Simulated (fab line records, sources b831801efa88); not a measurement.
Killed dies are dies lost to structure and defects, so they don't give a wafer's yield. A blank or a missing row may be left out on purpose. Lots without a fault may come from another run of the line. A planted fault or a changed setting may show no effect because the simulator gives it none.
fab line records | flow sky130
record lots=14 wafers=42 last_day=50
route steps=708 shown VT_ADJUST_HVTR@139 SONOS_ONO@171 GATE_OXIDE@189 PAD_OPEN@708
lots that met no fault: from a run of the same line without faults
start_h: hours from the record's first day to the start of the lot's first wafer shown | wait_h: hours since the lot's step before | " the same as in the row above | L1.1+2: a row that stands for several wafers | - no value, or no start given | * or withheld: withheld | < > ~ a bound
route shown NAME@n: a module of which the file shows steps, and the number in the route of the first | usual: mean/standard deviation of fault-free wafers | same: alike in all rows | chamber/n: place in a boat | sites: the reading at each site | _std_site: their standard deviation | _edge_site: outer sites' mean less inner sites' | radius_mm: how far each site lies from the wafer's centre | mask NAME#n: copy n | behind: the tool/chamber that last shaped the wafer | hold: why the lot was held/for how many hours/how that ended | device: the transistor (n, p or np) that didn't switch | end of line: the same wafers' tests at the end of the route | a step without rows: its recipe alone | killed: dies lost to structure and defects at the first sort, not the wafer's yield | map: a wafer's dies, x killed, . not, _ none there
set.NAME: the setting as run; set.NAME@STEP: as run at that earlier step | model.NAME: the simulator's own value behind a step, which no gauge read
steps of the route over a sample of lots; a table a step, a row a wafer
services: from which hour (start_h, from the record's first day; less than 0 if before it) a tool's chamber was out of use, for how many hours, and why
## steps
# step SKY_VT_ADJUST_HVTR_OVL_MEAS_08
# usual VT_ADJUST_HVTR_OVL=1.9/1.5
# columns lot.wafer tool chamber start_h wait_h VT_ADJUST_HVTR_OVL[nm]
L539.1 overlay-02 - 213.02 0.1 4.7
L539.4 " - " " 5.4
L539.5 " - " " 1.6
L540.1 overlay-01 - 218.72 0.1 3.1
L540.4 " - " " 3.3
L540.6 " - " " 1.2
L541.2 overlay-02 - 219.29 0.1 3.3
L541.3 " - " " 1.9
L541.6 " - " " 2.6
L542.3 overlay-02 - 226.13 0.1 1.3
L542.4 " - " " 2.7
L542.5 " - " " 0.4
L543.1 overlay-01 - 237.32 0.1 1.3
L543.3 " - " " 1.2
L543.5 " - " " 2.3
L544.2 overlay-01 - 248.68 0.1 2.4
L544.5 " - " " 2.2
L544.6 " - " " -2.2
L553.2 overlay-02 - 312.58 0.1 1.8
L553.3 " - " " 3.2
L553.6 " - " " 4.0
L554.1 overlay-01 - 323.38 0.1 1.9
L554.2 " - " " 0.7
L554.6 " - " " -1.1
L555.1 overlay-02 - 326.80 0.1 2.0
L555.5 " - " " 1.2
L555.6 " - " " 1.8
L556.2 overlay-01 - 337.26 0.1 3.5
L556.4 " - " " 2.3
L556.6 " - " " 2.0
L557.3 overlay-02 - 343.91 0.1 3.0
L557.4 " - " " 3.5
L557.6 " - " " 2.1
L558.2 overlay-02 - 350.18 0.1 -0.1
L558.3 " - " " 0.4
L558.5 " - " " 1.9
L559.2 overlay-02 - 352.81 0.1 -0.5
L559.3 " - " " -0.1
L559.5 " - " " 0.3
L561.1 overlay-01 - 370.83 0.1 4.3
L561.2 " - " " 3.3
L561.4 " - " " 4.0
# step SKY_SONOS_ONO_THK_MEAS_03
# recipe reads=Si3N4_of_SONOS_ONO_CVD_02
# usual SONOS_ONO_CVD_02_THK=10.54/0.14
# columns lot.wafer tool chamber start_h wait_h SONOS_ONO_CVD_02_THK[nm]
L539.1 film_metro-03 - 265.84 0.1 10.54
L539.4 " - " " 10.48
L539.5 " - " " 10.55
L540.1 film_metro-04 - 271.32 0.0 10.57
L540.4 " - " " 10.57
L540.6 " - " " 10.52
L541.2 film_metro-01 - 271.33 0.0 10.78
L541.3 " - " " 10.71
L541.6 " - " " 10.84
L542.3 film_metro-01 - 279.43 0.0 10.69
L542.4 " - " " 10.61
L542.5 " - " " 10.77
L543.1 film_metro-04 - 287.85 0.0 10.71
L543.3 " - " " 10.65
L543.5 " - " " 10.68
L544.2 film_metro-03 - 301.70 0.0 10.50
L544.5 " - " " 10.65
L544.6 " - " " 10.63
L553.2 film_metro-04 - 369.54 0.0 10.44
L553.3 " - " " 10.52
L553.6 " - " " 10.53
L554.1 film_metro-03 - 382.79 0.0 10.34
L554.2 " - " " 10.34
L554.6 " - " " 10.38
L555.1 film_metro-04 - 385.62 0.0 10.50
L555.5 " - " " 10.46
L555.6 " - " " 10.48
L556.2 film_metro-04 - 396.42 0.0 10.45
L556.4 " - " " 10.41
L556.6 " - " " 10.32
L557.3 film_metro-04 - 406.67 0.0 10.62
L557.4 " - " " 10.70
L557.6 " - " " 10.69
L558.2 film_metro-03 - 411.91 0.0 10.46
L558.3 " - " " 10.36
L558.5 " - " " 10.57
L559.2 film_metro-04 - 413.19 0.0 10.52
L559.3 " - " " 10.47
L559.5 " - " " 10.56
L561.1 film_metro-03 - 435.01 0.0 10.47
L561.2 " - " " 10.66
L561.4 " - " " 10.52
# step SKY_SONOS_ONO_SOFTBAKE_09
# recipe temp_c=90 time_s=60 resist=NOVOLAK
# usual heater_power_total_W=56.60/0.043 plate_temp_C=90.01/0.11
# columns lot.wafer tool chamber start_h wait_h heater_power_total_W plate_temp_C
L539.1 litho_track-02 0 279.63 0.1 56.64 89.91
L539.4 " 0 " " 56.69 90.06
L539.5 " 0 " " 56.64 89.93
L540.1 litho_track-03 0 284.65 0.1 56.58 89.98
L540.4 " 0 " " 56.66 90.28
L540.6 " 0 " " 56.57 90.20
L541.2 litho_track-02 0 285.26 0.1 56.62 90.03
L541.3 " 0 " " 56.63 90.08
L541.6 " 0 " " 56.54 90.02
L542.3 litho_track-03 0 292.25 0.1 56.65 89.92
L542.4 " 0 " " 56.61 89.93
L542.5 " 0 " " 56.61 89.76
L543.1 litho_track-03 0 302.15 0.1 58.40 92.24
L543.3 " 0 " " 58.46 92.29
L543.5 " 0 " " 58.62 92.35
L544.2 litho_track-03 0 316.68 0.1 58.50 92.10
L544.5 " 0 " " 58.51 92.22
L544.6 " 0 " " 58.53 92.32
L553.2 litho_track-01 0 385.42 0.1 56.68 90.00
L553.3 " 0 " " 56.60 90.13
L553.6 " 0 " " 56.60 90.18
L554.1 litho_track-03 0 397.70 0.1 56.64 89.85
L554.2 " 0 " " 56.67 90.00
L554.6 " 0 " " 56.55 89.94
L555.1 litho_track-01 0 400.84 0.1 56.63 89.79
L555.5 " 0 " " 56.65 90.00
L555.6 " 0 " " 56.56 90.05
L556.2 litho_track-02 0 411.56 0.1 56.62 90.05
L556.4 " 0 " " 56.57 89.82
L556.6 " 0 " " 56.63 89.93
L557.3 litho_track-02 0 421.58 0.1 56.67 90.08
L557.4 " 0 " " 56.64 90.00
L557.6 " 0 " " 56.56 90.00
L558.2 litho_track-03 0 427.82 0.1 56.58 89.89
L558.3 " 0 " " 56.56 90.00
L558.5 " 0 " " 56.58 89.87
L559.2 litho_track-03 0 429.37 0.1 56.56 89.85
L559.3 " 0 " " 56.63 90.01
L559.5 " 0 " " 56.63 89.97
L561.1 litho_track-03 0 451.60 0.1 56.62 89.95
L561.2 " 0 " " 56.67 90.04
L561.4 " 0 " " 56.55 90.07
# step SKY_GATE_OXIDE_THK_MEAS_02
# recipe reads=SiO2_of_GATE_OXIDE_OXIDATION_01
# usual GATE_OXIDE_OXIDATION_00_THK=10.17/0.23
# columns lot.wafer tool chamber start_h wait_h GATE_OXIDE_OXIDATION_00_THK[nm]
L539.1 film_metro-04 - 294.66 0.0 10.32
L539.4 " - " " 10.47
L539.5 " - " " 10.38
L540.1 film_metro-04 - 299.23 0.0 9.84
L540.4 " - " " 9.88
L540.6 " - " " 9.88
L541.2 film_metro-01 - 300.34 0.0 10.25
L541.3 " - " " 10.30
L541.6 " - " " 10.22
L542.3 film_metro-01 - 306.89 0.0 9.86
L542.4 " - " " 9.96
L542.5 " - " " 10.02
L543.1 film_metro-01 - 318.94 0.0 9.62
L543.3 " - " " 9.58
L543.5 " - " " 9.49
L544.2 film_metro-01 - 332.42 0.0 9.69
L544.5 " - " " 9.87
L544.6 " - " " 9.89
L553.2 film_metro-01 - 402.81 0.0 10.38
L553.3 " - " " 10.30
L553.6 " - " " 10.43
L554.1 film_metro-02 - 413.67 0.0 10.38
L554.2 " - " " 10.25
L554.6 " - " " 10.20
L555.1 film_metro-04 - 419.38 0.0 10.49
L555.5 " - " " 10.45
L555.6 " - " " 10.37
L556.2 film_metro-02 - 428.72 0.0 10.36
L556.4 " - " " 10.32
L556.6 " - " " 10.41
L557.3 film_metro-02 - 439.35 0.0 9.98
L557.4 " - " " 9.96
L557.6 " - " " 9.89
L558.2 film_metro-02 - 445.26 0.0 10.14
L558.3 " - " " 10.19
L558.5 " - " " 10.48
L559.2 film_metro-04 - 447.45 0.0 10.42
L559.3 " - " " 10.26
L559.5 " - " " 10.40
L561.1 film_metro-04 - 469.42 0.0 10.14
L561.2 " - " " 10.11
L561.4 " - " " 10.14
# step SKY_PAD_OPEN_PROBE_99
# usual killed_at_M0_to_M3=43/7.2 killed_at_M4_up=3.1/1.8 killed_at_contacts=24/5.4 killed_at_front_end=15/4.4 killed_at_other=0.4/0.56 killed_dies=86/9.3 killed_open=47/6.9 killed_short=39/6.6
# same gross_dies=492 killed_at_back_side=0
# columns lot.wafer tool chamber start_h wait_h killed_at_M0_to_M3 killed_at_M4_up killed_at_contacts killed_at_front_end killed_at_other killed_dies killed_open killed_short
L539.1 prober-01 - 1084.52 0.1 46 1 26 22 0 95 52 43
L539.4 prober-01 - 1084.67 0.2 45 3 17 14 0 79 45 34
L539.5 prober-01 - 1084.72 0.2 61 4 18 17 0 100 58 42
L540.1 prober-01 - 1092.26 0.1 38 6 15 13 0 72 40 32
L540.4 prober-01 - 1092.41 0.2 37 2 23 21 0 83 48 35
L540.6 prober-01 - 1092.51 0.2 43 4 27 15 1 90 50 40
L541.2 prober-02 - 1093.60 0.1 42 3 23 14 0 82 40 42
L541.3 prober-02 - 1093.65 0.2 42 4 20 13 0 79 36 43
L541.6 prober-02 - 1093.80 0.2 44 5 19 19 1 88 47 41
L542.3 prober-01 - 1095.42 0.2 50 5 25 20 1 101 59 42
L542.4 prober-01 - 1095.47 0.2 45 5 31 19 0 100 46 54
L542.5 prober-01 - 1095.52 0.2 52 4 21 19 0 96 48 48
L543.1 prober-02 - 1104.11 0.1 39 4 26 14 1 84 43 41
L543.3 prober-02 - 1104.21 0.2 50 0 11 13 0 74 40 34
L543.5 prober-02 - 1104.31 0.2 39 1 24 22 1 87 45 42
L544.2 prober-01 - 1118.11 0.1 47 2 23 10 1 83 47 36
L544.5 prober-01 - 1118.26 0.2 49 1 24 16 0 90 51 39
L544.6 prober-01 - 1118.31 0.2 39 8 26 16 0 89 62 27
L553.2 prober-02 - 1163.50 0.1 38 5 19 11 1 74 30 44
L553.3 prober-02 - 1163.55 0.2 39 4 33 13 0 89 47 42
L553.6 prober-02 - 1163.70 0.2 51 3 18 12 0 84 49 35
L554.1 prober-01 - 1178.15 0.1 37 2 31 24 0 94 51 42
L554.2 prober-01 - 1178.20 0.1 45 3 25 9 2 84 41 43
L554.6 prober-01 - 1178.40 0.2 52 5 25 17 0 99 55 44
L555.1 prober-02 - 1179.65 0.1 46 4 28 23 0 101 55 46
L555.5 prober-02 - 1179.85 0.2 46 3 27 11 0 87 52 35
L555.6 prober-02 - 1179.90 0.2 30 3 25 19 0 77 32 43
L556.2 prober-01 - 1181.20 0.1 47 3 25 13 0 88 53 34
L556.4 prober-01 - 1181.30 0.2 34 3 23 10 0 70 46 24
L556.6 prober-01 - 1181.40 0.2 29 2 32 15 0 78 46 32
L557.3 prober-02 - 1184.39 0.2 43 1 24 19 1 88 48 39
L557.4 prober-02 - 1184.44 0.2 39 5 27 14 0 85 48 37
L557.6 prober-02 - 1184.54 0.2 39 1 22 15 0 77 38 39
L558.2 prober-01 - 1184.65 0.1 41 2 25 12 0 80 57 23
L558.3 prober-01 - 1184.70 0.2 55 4 17 9 0 85 46 39
L558.5 prober-01 - 1184.80 0.2 39 2 24 6 0 71 37 34
L559.2 prober-02 - 1189.10 0.1 49 6 26 20 1 102 48 54
L559.3 prober-02 - 1189.15 0.2 44 6 25 6 1 82 45 37
L559.5 prober-02 - 1189.25 0.2 41 1 19 18 1 80 38 42
L561.1 prober-02 - 1201.16 0.1 37 5 28 20 0 90 46 44
L561.2 prober-02 - 1201.21 0.1 49 2 37 11 0 99 51 48
L561.4 prober-02 - 1201.31 0.2 43 1 23 10 0 77 42 35
# killed by level:class
L539.1 VIA1:geometric_particle:open=14 LI_CONTACT:geometric_particle:open=8 FIELD_ISO:geometric_particle:short=6 CONTACT:geometric_particle:open=6 VIA2:geometric_particle:open=6 LI_CONTACT:geometric_particle:short=5 VIA1:geometric_particle:short=5 VIA3:geometric_particle:open=5
L539.4 CONTACT:geometric_particle:open=10 VIA3:geometric_particle:open=10 VIA2:geometric_particle:open=7 VIA1:geometric_particle:open=5 METAL2:geometric_particle:short=5 POLY_GATE:geometric_particle:open=4 POLY_GATE:geometric_particle:short=4 VIA1:geometric_particle:short=4
L539.5 VIA1:geometric_particle:open=16 VIA2:geometric_particle:open=8 VIA3:geometric_particle:open=7 FIELD_ISO:geometric_particle:open=6 METAL1:geometric_particle:short=6 VIA1:geometric_particle:short=6 LI_CONTACT:geometric_particle:open=5 LOCAL_INTERCONNECT:geometric_particle:short=5
L540.1 VIA1:geometric_particle:open=15 METAL2:geometric_particle:short=6 CONTACT:geometric_particle:open=5 CONTACT:geometric_particle:short=4 METAL1:geometric_particle:short=4 VIA2:geometric_particle:open=4 FIELD_ISO:geometric_particle:open=3 POLY_GATE:geometric_particle:short=3
L540.4 VIA3:geometric_particle:open=8 LI_CONTACT:geometric_particle:open=7 VIA1:geometric_particle:open=7 VIA2:geometric_particle:open=6 FIELD_ISO:geometric_particle:open=5 FIELD_ISO:geometric_particle:short=5 LOCAL_INTERCONNECT:geometric_particle:short=5 POLY_GATE:geometric_particle:open=4
L540.6 VIA1:geometric_particle:open=9 CONTACT:geometric_particle:open=8 VIA3:geometric_particle:open=7 FIELD_ISO:geometric_particle:short=6 LI_CONTACT:geometric_particle:open=6 VIA2:geometric_particle:open=6 LOCAL_INTERCONNECT:geometric_particle:short=5 METAL2:geometric_particle:short=5
L541.2 CONTACT:geometric_particle:open=8 VIA2:geometric_particle:open=8 CONTACT:geometric_particle:short=7 VIA1:geometric_particle:open=7 VIA2:geometric_particle:short=5 METAL3:geometric_particle:short=5 POLY_GATE:geometric_particle:short=4 LI_CONTACT:geometric_particle:short=4
L541.3 VIA1:geometric_particle:open=9 CONTACT:geometric_particle:open=7 METAL3:geometric_particle:short=6 VIA2:geometric_particle:open=5 CONTACT:geometric_particle:short=5 METAL2:geometric_particle:short=5 POLY_GATE:geometric_particle:short=4 VIA1:geometric_particle:short=4
L541.6 CONTACT:geometric_particle:open=9 VIA1:geometric_particle:open=8 LI_CONTACT:geometric_particle:open=6 VIA3:geometric_particle:open=6 VIA1:geometric_particle:short=5 VIA2:geometric_particle:short=5 VIA2:geometric_particle:open=5 POLY_GATE:geometric_particle:open=4
L542.3 VIA1:geometric_particle:open=13 VIA2:geometric_particle:open=11 LI_CONTACT:geometric_particle:open=9 CONTACT:geometric_particle:open=7 POLY_GATE:geometric_particle:short=6 METAL1:geometric_particle:short=6 METAL2:geometric_particle:short=5 FIELD_ISO:geometric_particle:open=4
L542.4 CONTACT:geometric_particle:open=14 VIA1:geometric_particle:open=9 METAL3:geometric_particle:short=7 POLY_GATE:geometric_particle:short=6 CONTACT:geometric_particle:short=6 METAL1:geometric_particle:short=6 FIELD_ISO:geometric_particle:open=5 LI_CONTACT:geometric_particle:open=5
L542.5 VIA1:geometric_particle:open=11 VIA3:geometric_particle:open=9 CONTACT:geometric_particle:open=8 METAL1:geometric_particle:short=8 FIELD_ISO:geometric_particle:short=6 CONTACT:geometric_particle:short=6 VIA2:geometric_particle:open=6 POLY_GATE:geometric_particle:short=5
L543.1 LOCAL_INTERCONNECT:geometric_particle:short=7 CONTACT:geometric_particle:open=7 VIA2:geometric_particle:open=7 VIA1:geometric_particle:open=7 LI_CONTACT:geometric_particle:open=6 VIA3:geometric_particle:open=5 CONTACT:geometric_particle:short=4 VIA1:geometric_particle:short=4
L543.3 VIA1:geometric_particle:open=9 METAL1:geometric_particle:short=9 VIA2:geometric_particle:open=7 VIA3:geometric_particle:open=5 POLY_GATE:geometric_particle:short=4 VIA1:geometric_particle:short=4 METAL1:geometric_particle:open=4 POLY_GATE:geometric_particle:open=3
L543.5 VIA1:geometric_particle:open=10 CONTACT:geometric_particle:open=8 VIA3:geometric_particle:open=7 POLY_GATE:geometric_particle:short=6 LI_CONTACT:geometric_particle:open=6 FIELD_ISO:geometric_particle:short=5 METAL2:geometric_particle:short=5 FIELD_ISO:geometric_particle:open=4
L544.2 VIA1:geometric_particle:open=12 CONTACT:geometric_particle:open=8 METAL1:geometric_particle:short=6 VIA2:geometric_particle:open=6 VIA3:geometric_particle:short=5 LI_CONTACT:geometric_particle:open=5 LOCAL_INTERCONNECT:geometric_particle:short=5 VIA3:geometric_particle:open=5
L544.5 LI_CONTACT:geometric_particle:open=8 VIA1:geometric_particle:open=8 VIA3:geometric_particle:open=7 METAL1:geometric_particle:short=6 METAL2:geometric_particle:short=6 FIELD_ISO:geometric_particle:open=5 LOCAL_INTERCONNECT:geometric_particle:short=5 CONTACT:geometric_particle:open=5
L544.6 VIA1:geometric_particle:open=13 LI_CONTACT:geometric_particle:open=11 CONTACT:geometric_particle:open=11 VIA3:geometric_particle:open=7 FIELD_ISO:geometric_particle:open=4 METAL4:geometric_particle:short=4 VIA4:geometric_particle:open=4 METAL2:geometric_particle:short=4
L553.2 METAL1:geometric_particle:short=9 FIELD_ISO:geometric_particle:short=6 VIA3:geometric_particle:open=6 CONTACT:geometric_particle:open=6 VIA1:geometric_particle:open=5 LI_CONTACT:geometric_particle:open=4 CONTACT:geometric_particle:short=4 VIA1:geometric_particle:short=4
L553.3 CONTACT:geometric_particle:open=11 VIA1:geometric_particle:open=8 CONTACT:geometric_particle:short=7 METAL2:geometric_particle:short=6 VIA3:geometric_particle:open=6 LI_CONTACT:geometric_particle:open=5 POLY_GATE:geometric_particle:short=5 LOCAL_INTERCONNECT:geometric_particle:short=5
L553.6 VIA1:geometric_particle:open=11 VIA3:geometric_particle:open=9 VIA2:geometric_particle:open=8 CONTACT:geometric_particle:open=6 FIELD_ISO:geometric_particle:open=5 LOCAL_INTERCONNECT:geometric_particle:short=5 VIA1:geometric_particle:short=5 METAL3:geometric_particle:short=4
L554.1 CONTACT:geometric_particle:open=10 VIA1:geometric_particle:open=10 LI_CONTACT:geometric_particle:open=7 VIA3:geometric_particle:open=7 FIELD_ISO:geometric_particle:short=6 CONTACT:geometric_particle:short=6 VIA2:geometric_particle:open=5 POLY_GATE:geometric_particle:short=4
L554.2 VIA1:geometric_particle:open=14 CONTACT:geometric_particle:open=8 LOCAL_INTERCONNECT:geometric_particle:short=6 VIA3:geometric_particle:short=6 CONTACT:geometric_particle:short=5 METAL1:geometric_particle:short=5 LI_CONTACT:geometric_particle:open=4 METAL2:geometric_particle:short=4
L554.6 CONTACT:geometric_particle:open=13 VIA1:geometric_particle:open=12 VIA3:geometric_particle:open=9 FIELD_ISO:geometric_particle:open=8 METAL1:geometric_particle:short=7 METAL2:geometric_particle:short=6 CONTACT:geometric_particle:short=6 VIA1:geometric_particle:short=6
L555.1 CONTACT:geometric_particle:open=13 VIA1:geometric_particle:open=9 VIA2:geometric_particle:open=8 FIELD_ISO:geometric_particle:short=7 LI_CONTACT:geometric_particle:open=7 METAL1:geometric_particle:short=6 VIA1:geometric_particle:short=6 POLY_GATE:geometric_particle:short=5
L555.5 CONTACT:geometric_particle:open=12 VIA1:geometric_particle:open=12 VIA1:geometric_particle:short=7 METAL2:geometric_particle:short=7 LI_CONTACT:geometric_particle:open=6 VIA2:geometric_particle:open=6 POLY_GATE:geometric_particle:open=5 LI_CONTACT:geometric_particle:short=4
L555.6 CONTACT:geometric_particle:open=6 FIELD_ISO:geometric_particle:short=5 LI_CONTACT:geometric_particle:short=5 LI_CONTACT:geometric_particle:open=5 LOCAL_INTERCONNECT:geometric_particle:short=5 METAL1:geometric_particle:short=5 VIA1:geometric_particle:open=5 POLY_GATE:geometric_particle:short=4
L556.2 CONTACT:geometric_particle:open=11 VIA3:geometric_particle:open=10 VIA2:geometric_particle:open=8 LI_CONTACT:geometric_particle:open=7 VIA1:geometric_particle:open=6 METAL3:geometric_particle:short=6 METAL2:geometric_particle:short=6 FIELD_ISO:geometric_particle:short=4
L556.4 CONTACT:geometric_particle:open=9 VIA1:geometric_particle:open=9 VIA3:geometric_particle:open=7 VIA2:geometric_particle:open=6 LI_CONTACT:geometric_particle:open=4 LOCAL_INTERCONNECT:geometric_particle:short=4 CONTACT:geometric_particle:short=4 FIELD_ISO:geometric_particle:open=3
L556.6 CONTACT:geometric_particle:open=12 LOCAL_INTERCONNECT:geometric_particle:short=9 VIA1:geometric_particle:open=8 VIA2:geometric_particle:open=6 LI_CONTACT:geometric_particle:open=5 VIA3:geometric_particle:open=5 VIA2:geometric_particle:short=3 POLY_GATE:geometric_particle:open=3
L557.3 CONTACT:geometric_particle:open=10 VIA3:geometric_particle:open=8 VIA1:geometric_particle:open=7 FIELD_ISO:geometric_particle:short=6 LI_CONTACT:geometric_particle:open=6 METAL2:geometric_particle:short=6 VIA2:geometric_particle:open=6 CONTACT:geometric_particle:short=5
L557.4 VIA1:geometric_particle:open=11 CONTACT:geometric_particle:open=8 LOCAL_INTERCONNECT:geometric_particle:short=6 VIA2:geometric_particle:open=5 VIA3:geometric_particle:open=5 LI_CONTACT:geometric_particle:open=4 CONTACT:geometric_particle:short=4 METAL1:geometric_particle:short=4
L557.6 METAL2:geometric_particle:short=8 CONTACT:geometric_particle:open=7 VIA1:geometric_particle:open=7 VIA3:geometric_particle:open=7 CONTACT:geometric_particle:short=6 VIA1:geometric_particle:short=5 FIELD_ISO:geometric_particle:open=4 POLY_GATE:geometric_particle:short=4
L558.2 VIA1:geometric_particle:open=13 CONTACT:geometric_particle:open=10 LI_CONTACT:geometric_particle:open=9 VIA3:geometric_particle:open=8 FIELD_ISO:geometric_particle:open=5 VIA2:geometric_particle:open=5 VIA1:geometric_particle:short=3 LOCAL_INTERCONNECT:geometric_particle:short=3
L558.3 VIA1:geometric_particle:open=17 METAL2:geometric_particle:short=8 LI_CONTACT:geometric_particle:open=7 VIA2:geometric_particle:open=7 VIA3:geometric_particle:open=6 METAL1:geometric_particle:short=4 METAL3:geometric_particle:short=4 POLY_GATE:geometric_particle:short=3
L558.5 CONTACT:geometric_particle:open=9 VIA1:geometric_particle:open=8 LI_CONTACT:geometric_particle:open=7 METAL1:geometric_particle:short=7 VIA3:geometric_particle:open=5 METAL2:geometric_particle:short=4 VIA2:geometric_particle:short=4 VIA2:geometric_particle:open=4
L559.2 VIA1:geometric_particle:open=11 CONTACT:geometric_particle:open=9 FIELD_ISO:geometric_particle:open=6 VIA2:geometric_particle:short=6 METAL1:geometric_particle:short=6 VIA1:geometric_particle:short=6 METAL4:geometric_particle:short=6 POLY_GATE:geometric_particle:short=5
L559.3 CONTACT:geometric_particle:open=11 VIA1:geometric_particle:open=10 METAL1:geometric_particle:short=6 LI_CONTACT:geometric_particle:open=5 LOCAL_INTERCONNECT:geometric_particle:short=5 VIA2:geometric_particle:open=5 VIA1:geometric_particle:short=5 VIA3:geometric_particle:open=5
L559.5 VIA1:geometric_particle:open=8 VIA3:geometric_particle:open=6 METAL1:geometric_particle:short=5 VIA2:geometric_particle:open=5 FIELD_ISO:geometric_particle:short=4 POLY_GATE:geometric_particle:short=4 POLY_GATE:geometric_particle:open=4 LOCAL_INTERCONNECT:geometric_particle:short=4
L561.1 CONTACT:geometric_particle:open=10 LI_CONTACT:geometric_particle:open=8 VIA1:geometric_particle:open=8 CONTACT:geometric_particle:short=6 METAL3:geometric_particle:short=5 FIELD_ISO:geometric_particle:short=4 METAL1:geometric_particle:short=4 METAL2:geometric_particle:short=4
L561.2 VIA1:geometric_particle:open=13 CONTACT:geometric_particle:open=12 CONTACT:geometric_particle:short=8 VIA1:geometric_particle:short=8 LI_CONTACT:geometric_particle:open=7 LOCAL_INTERCONNECT:geometric_particle:short=5 METAL1:geometric_particle:short=5 VIA2:geometric_particle:open=5
L561.4 CONTACT:geometric_particle:open=11 VIA2:geometric_particle:open=9 VIA1:geometric_particle:short=9 VIA1:geometric_particle:open=7 METAL1:geometric_particle:short=5 METAL2:geometric_particle:short=5 VIA3:geometric_particle:open=5 FIELD_ISO:geometric_particle:short=4
## services
# columns tool chamber start_h hours kind
litho_track-02 - 315.67 - consumable_replace:filter
## key
first_sign step=SKY_SONOS_ONO_SOFTBAKE_09 reading=heater_power_total_W direction=up sigmas=44 usual=* struck=*
effect step=SKY_SONOS_ONO_SOFTBAKE_09 reading=plate_temp_C direction=up sigmas=20 usual=* struck=*
met_at SKY_SONOS_ONO_SOFTBAKE_09
struck_lots L543,L544
tester_left_out L543,L544
not_acting_at SKY_VT_ADJUST_HVTR_OVL_MEAS_08,SKY_SONOS_ONO_THK_MEAS_03,SKY_GATE_OXIDE_THK_MEAS_02
onset_between 292.25 302.15
fault kind=process_parameter_drift tool=litho_track-03 chamber=- onset_h=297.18 steps=SKY_SONOS_ONO_SOFTBAKE_09 channel=temp_c offset=* shape=step end_h=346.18 acts_in=* stated=*
# tester_left_out: of these lots the tester's yield and bins aren't shown, on N5 and GAA mostly nor the transistor test; their killed dies are dies lost to structure and defects alone, not to doping, threshold or leakage, so they don't give the yield
